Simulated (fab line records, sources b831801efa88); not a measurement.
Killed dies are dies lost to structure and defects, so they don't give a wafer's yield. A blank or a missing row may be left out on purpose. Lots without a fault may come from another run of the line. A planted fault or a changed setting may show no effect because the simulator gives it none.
Which tool did it? | flow sky130 | 10 lots, 30 wafers sampled, at 3 steps of a route of 708

WHAT THE GAUGES READ, wafer by wafer
SKY_POLY_GATE_THK_MEAS_01.
lot  | measured     | on            | POLY_GATE_CVD_00_THK (nm)
L418 | day 14 08:53 | film_metro-03 | 180.9 180.3 181.6
L419 | day 14 18:01 | film_metro-04 | 180.4 181.4 179.8
L420 | day 15 13:34 | film_metro-02 | 181.2 181.4 183.1
L421 | day 16 02:47 | film_metro-02 | 180.9 179.2 180.9
L423 | day 16 02:49 | film_metro-04 | 179.8 179.6 178.5
L429 | day 18 22:00 | film_metro-03 | 181.6 181.0 179.5
L430 | day 19 06:16 | film_metro-04 | 179.5 179.9 181.6
L431 | day 19 05:05 | film_metro-03 | 179.7 180.7 180.0
L434 | day 20 09:08 | film_metro-04 | 152.8 153.0 153.2
L435 | day 20 11:34 | film_metro-02 | 153.0 153.8 154.5

WHICH TOOL RAN EACH LOT (tool, then ch and the chambers of the sampled wafers, then the start)
lot  | SKY_FIELD_ISO_ETCH_17           | SKY_POLY_GATE_CVD_00
L418 | rie_si-02 ch 0,1,2, day 2 10:17 | lpcvd-01 ch 0, day 14 07:41
L419 | rie_si-01 ch 2,3, day 2 15:40   | lpcvd-01 ch 0, day 14 16:49
L420 | rie_si-01 ch 1,2, day 3 00:08   | lpcvd-01 ch 1, day 15 12:22
L421 | rie_si-02 ch 2,3, day 3 03:02   | lpcvd-01 ch 1, day 16 00:59
L423 | rie_si-01 ch 1,2, day 3 11:46   | lpcvd-01 ch 0, day 16 00:59
L429 | rie_si-02 ch 0,1,2, day 4 19:43 | lpcvd-01 ch 0, day 18 20:48
L430 | rie_si-02 ch 0,2, day 5 02:52   | lpcvd-01 ch 0, day 19 05:03
L431 | rie_si-01 ch 1,2,3, day 5 06:10 | lpcvd-01 ch 0, day 19 03:51
L434 | rie_si-02 ch 0,2,3, day 5 23:16 | lpcvd-01 ch 1, day 20 07:19
L435 | rie_si-01 ch 1,3, day 6 02:05   | lpcvd-01 ch 1, day 20 10:22
- SKY_FIELD_ISO_ETCH_17: etches Si in HBr/Cl2/O2, target depth 342 nm, time 97.7 s.
- SKY_POLY_GATE_CVD_00: deposits poly-Si, target thk 180 nm, time 720 s.

THE ANSWER, worked out from the rows above alone
Rule: what is usual is taken from the lots themselves. Put in order of their means at a reading, lots are off if they are a third of the lots or fewer, leave a main group of 4 or more, and stand apart from it by a gap of 3 or more times the standard deviation of the main group's means; of several such gaps the widest counts. A main group whose means are all the same, to the digits that the tables above print for the reading, isn't used. A lot without any number at a reading at which 4 lots or more have one is off too. The other lots that the step has rows for count as sound.
Off: L434, L435, at SKY_POLY_GATE_THK_MEAS_01 (POLY_GATE_CVD_00_THK). The main group: mean 180.5 nm, standard deviation 0.69.
A tool fits if, at a process step before that reading, it ran every lot that is off, and no sound lot after the first of them. The gauges at SKY_POLY_GATE_THK_MEAS_01 are tried like those tools. One fits: lpcvd-01 at SKY_POLY_GATE_CVD_00. Its last sound lot is L430 (day 19 05:03), its first lot that is off L434 (day 20 07:19): a fault that began between those two fits.

WHAT THE SIMULATOR HAD PUT IN
Process parameter drift: lpcvd-01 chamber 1, from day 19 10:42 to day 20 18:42, at SKY_POLY_GATE_CVD_00. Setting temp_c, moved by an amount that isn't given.
Lots struck among those shown: L434, L435. The rule above found the same.
